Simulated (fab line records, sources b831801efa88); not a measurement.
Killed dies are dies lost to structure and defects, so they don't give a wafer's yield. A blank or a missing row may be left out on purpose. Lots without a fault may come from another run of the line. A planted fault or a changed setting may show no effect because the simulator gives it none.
Which tool did it? | flow sky130 | 15 lots, 45 wafers sampled, at 2 steps of a route of 708

WHAT THE GAUGES READ, wafer by wafer
The record holds no reading of a measuring or inspecting step that can be judged against a usual standard deviation.

WHICH TOOL RAN EACH LOT (tool, then ch and the chambers of the sampled wafers, then the start)
lot  | SKY_FIELD_ISO_SOFTBAKE_09        | SKY_PAD_OPEN_PROBE_99
L433 | litho_track-03 ch 0, day 1 21:00 | -
L434 | litho_track-02 ch 0, day 2 02:00 | -
L435 | litho_track-02 ch 0, day 2 08:00 | prober-01, day 45 17:05
L436 | litho_track-01 ch 0, day 2 12:00 | prober-02, day 45 20:10
L437 | litho_track-03 ch 0, day 2 16:00 | -
L438 | litho_track-02 ch 0, day 2 23:00 | -
L439 | litho_track-01 ch 0, day 3 04:00 | prober-01, day 46 17:23
L440 | litho_track-02 ch 0, day 3 08:00 | prober-02, day 46 23:00
L441 | litho_track-02 ch 0, day 3 16:00 | prober-01, day 47 11:08
L443 | litho_track-03 ch 0, day 4 13:00 | prober-01, day 48 10:22
L442 | litho_track-01 ch 0, day 4 14:00 | prober-02, day 48 09:47
L444 | litho_track-02 ch 0, day 4 14:00 | prober-02, day 48 11:19
L446 | litho_track-03 ch 0, day 4 20:00 | -
L451 | litho_track-03 ch 0, day 5 18:00 | -
L452 | litho_track-03 ch 0, day 5 21:00 | prober-02, day 49 22:28
- SKY_FIELD_ISO_SOFTBAKE_09: time 90 s.
- SKY_PAD_OPEN_PROBE_99

WHAT THE TOOLS THEMSELVES READ (means of the sampled wafers that have a number; where no wafer has one, the mark that the record gives instead)
SKY_FIELD_ISO_SOFTBAKE_09.
lot  | tool           | heater_power_total_W (W) | plate_temp_C (C)
L433 | litho_track-03 | 57.37                    | 100.11
L434 | litho_track-02 | 57.40                    | 100.11
L435 | litho_track-02 | 57.49                    | 100.12
L436 | litho_track-01 | 57.29                    | 99.94
L437 | litho_track-03 | 57.33                    | 99.96
L438 | litho_track-02 | 57.44                    | 100.09
L439 | litho_track-01 | 57.35                    | 99.95
L440 | litho_track-02 | 57.29                    | 100.11
L441 | litho_track-02 | 57.44                    | 99.76
L443 | litho_track-03 | 57.42                    | 99.97
L442 | litho_track-01 | 57.29                    | 99.79
L444 | litho_track-02 | 57.41                    | 100.07
L446 | litho_track-03 | 57.92                    | 100.62
L451 | litho_track-03 | 57.98                    | 100.63
L452 | litho_track-03 | 57.97                    | 100.81

SKY_PAD_OPEN_PROBE_99.
lot  | tool      | killed_at_M0_to_M3 | killed_at_M4_up | killed_at_contacts | killed_at_front_end | killed_at_other | killed_dies | killed_open | killed_short
L435 | prober-01 | 58                 | 3.0             | 23                 | 12                  | 0.3             | 96          | 57          | 39
L436 | prober-02 | 37                 | 1.7             | 24                 | 22                  | 1.0             | 85          | 47          | 38
L439 | prober-01 | 41                 | 2.0             | 24                 | 25                  | 0.7             | 92          | 46          | 46
L440 | prober-02 | 42                 | 1.7             | 25                 | 18                  | 0.0             | 87          | 49          | 39
L441 | prober-01 | 40                 | 5.0             | 23                 | 12                  | 0.0             | 80          | 43          | 37
L443 | prober-01 | 41                 | 3.7             | 27                 | 14                  | 0.0             | 86          | 47          | 39
L442 | prober-02 | 45                 | 2.7             | 27                 | 12                  | 0.0             | 86          | 43          | 43
L444 | prober-02 | 47                 | 3.0             | 21                 | 17                  | 0.3             | 88          | 49          | 39
L452 | prober-02 | 54                 | 1.0             | 11                 | 14                  | 1.0             | 81          | 49          | 32

THE ANSWER, worked out from the rows above alone
Rule: what is usual is taken from the lots themselves. Put in order of their means at a reading, lots are off if they are a third of the lots or fewer, leave a main group of 4 or more, and stand apart from it by a gap of 3 or more times the standard deviation of the main group's means; of several such gaps the widest counts. A main group whose means are all the same, to the digits that the tables above print for the reading, isn't used. A lot without any number at a reading at which 4 lots or more have one is off too. The other lots that the step has rows for count as sound. The gauges are gone through in route order, then the tools' own readings, and for those a lot's mean is taken as printed above. The first step at which some lot is off is used, and at that step the reading that is off furthest; a lot without a number counts as furthest.
Off: L446, L451, L452, at SKY_FIELD_ISO_SOFTBAKE_09 (heater_power_total_W). The main group: mean 57.38 W, standard deviation 0.064.
A tool fits if, at that step or a process step before it, it ran every lot that is off, and no sound lot after the first of them. One fits: litho_track-03 at SKY_FIELD_ISO_SOFTBAKE_09. Its last sound lot is L443 (day 4 13:00), its first lot that is off L446 (day 4 20:00): a fault that began between those two fits.
The tool's own readings at SKY_FIELD_ISO_SOFTBAKE_09 bear it out: on the lots that are off they differ by more than 5 times the standard deviation of the sound lots' means. heater_power_total_W reads 57.96 W there against 57.38 W on the sound lots; plate_temp_C reads 100.69 C there against 100.00 C on the sound lots.

WHAT THE SIMULATOR HAD PUT IN
Process parameter drift: litho_track-03, from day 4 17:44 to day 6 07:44, at SKY_FIELD_ISO_SOFTBAKE_09. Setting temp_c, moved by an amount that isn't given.
Lots struck among those shown: L446, L451, L452. The rule above found the same.
